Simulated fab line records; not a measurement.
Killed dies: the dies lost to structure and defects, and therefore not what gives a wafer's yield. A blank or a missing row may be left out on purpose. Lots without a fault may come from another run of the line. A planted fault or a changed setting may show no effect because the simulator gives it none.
Check for tools in common | flow sky130 | 13 lots and 39 wafers in the sample

REASON IT WAS OPENED
Flagged at SKY_POLY_GATE_CD_MEAS_13: reading cdNm, on 1 of 13 lots. Wafers without a fault read 150.3 nm, standard deviation 1.3.
Rule: a lot gets a flag if all its wafers with a number sit over 4 standard deviations from that mean, or if no wafer of it has a number. All remaining lots are regarded as sound.

lot  | measured     | on       | cdNm (nm), wafer by wafer | flag
L838 | day 16 20:48 | cdSem-01 | 151.3 151.3 151.2         | 
L839 | day 17 06:57 | cdSem-02 | 150.7 151.6 151.4         | 
L841 | day 18 07:34 | cdSem-02 | 152.6 153.0 151.7         | 
L842 | day 18 19:34 | cdSem-01 | 150.7 149.1 149.5         | 
L844 | day 19 10:45 | cdSem-02 | 152.7 152.5 151.0         | 
L846 | day 20 02:47 | cdSem-02 | 151.4 151.0 151.0         | 
L847 | day 20 11:59 | cdSem-01 | 162.1 161.9 160.9         | FLAGGED
L848 | day 20 19:50 | cdSem-01 | 152.5 151.7 152.1         | 
L855 | day 23 15:54 | cdSem-01 | 148.7 149.8 148.5         | 
L857 | day 23 22:40 | cdSem-02 | 150.1 150.3 149.5         | 
L856 | day 23 23:35 | cdSem-01 | 147.5 148.5 148.4         | 
L858 | day 24 05:23 | cdSem-01 | 149.4 151.0 150.2         | 
L859 | day 25 06:30 | cdSem-01 | 152.2 151.4 150.7         | 
On average the flagged lots' numbers are 161.6 nm, which is +11.3 nm against the usual, or +9 standard deviations.

TOOL THAT RAN EACH LOT
The record holds 1 process step before the reading, out of a route of 708 steps. Every cell lists first the tool, next ch and the chambers used by the sampled wafers, and last the start.
lot  | flag    | SKY_POLY_GATE_EXPOSE_10
L838 |         | krfScanner-01 ch 0, day 16 06:42
L839 |         | krfScanner-01 ch 0, day 16 17:30
L841 |         | krfScanner-01 ch 0, day 17 16:34
L842 |         | krfScanner-01 ch 0, day 18 04:58
L844 |         | krfScanner-02 ch 0, day 18 19:19
L846 |         | krfScanner-02 ch 0, day 19 11:43
L847 | FLAGGED | krfScanner-01 ch 0, day 19 21:08
L848 |         | krfScanner-02 ch 0, day 20 04:58
L855 |         | krfScanner-02 ch 0, day 23 00:31
L857 |         | krfScanner-01 ch 0, day 23 07:32
L856 |         | krfScanner-02 ch 0, day 23 08:40
L858 |         | krfScanner-02 ch 0, day 23 14:51
L859 |         | krfScanner-02 ch 0, day 24 15:55
What these steps do:
- SKY_POLY_GATE_EXPOSE_10: exposes mask P1M, target cd 150 nm.
- SKY_POLY_GATE_CD_MEAS_13: target cd 150 nm.

FLAGGED AGAINST TOTAL, ONE TOOL AT A TIME (gauges that did the reading follow at the end)
step                     | tool          | lots run | flagged | share of the flagged lots | sound lots run after its first flagged lot
SKY_POLY_GATE_EXPOSE_10  | krfScanner-01 | 6        | 1       | all                       | 1 (L857)
SKY_POLY_GATE_EXPOSE_10  | krfScanner-02 | 7        | 0       | none                      | -
SKY_POLY_GATE_CD_MEAS_13 | cdSem-01      | 8        | 1       | all                       | 5 (L848,L855,L856,L858,L859)
SKY_POLY_GATE_CD_MEAS_13 | cdSem-02      | 5        | 0       | none                      | -

WHAT THE TABLE ALLOWS
Every flagged lot went through 2 rows of the table: krfScanner-01 at SKY_POLY_GATE_EXPOSE_10 and cdSem-01 at SKY_POLY_GATE_CD_MEAS_13.
- krfScanner-01 at SKY_POLY_GATE_EXPOSE_10 ran 6 lots, 1 of them flagged. Sound lots ran on it after the first flagged one (L857), which a lasting fault on the whole tool wouldn't allow.
- cdSem-01 at SKY_POLY_GATE_CD_MEAS_13 ran 8 lots, 1 of them flagged. Sound lots ran on it after the first flagged one (L848, L855, L856, L858, L859), which a lasting fault on the whole tool wouldn't allow.
None of the table's rows ran every flagged lot and, after the first, no sound lot.

WHAT THE SIMULATOR HAD PUT IN
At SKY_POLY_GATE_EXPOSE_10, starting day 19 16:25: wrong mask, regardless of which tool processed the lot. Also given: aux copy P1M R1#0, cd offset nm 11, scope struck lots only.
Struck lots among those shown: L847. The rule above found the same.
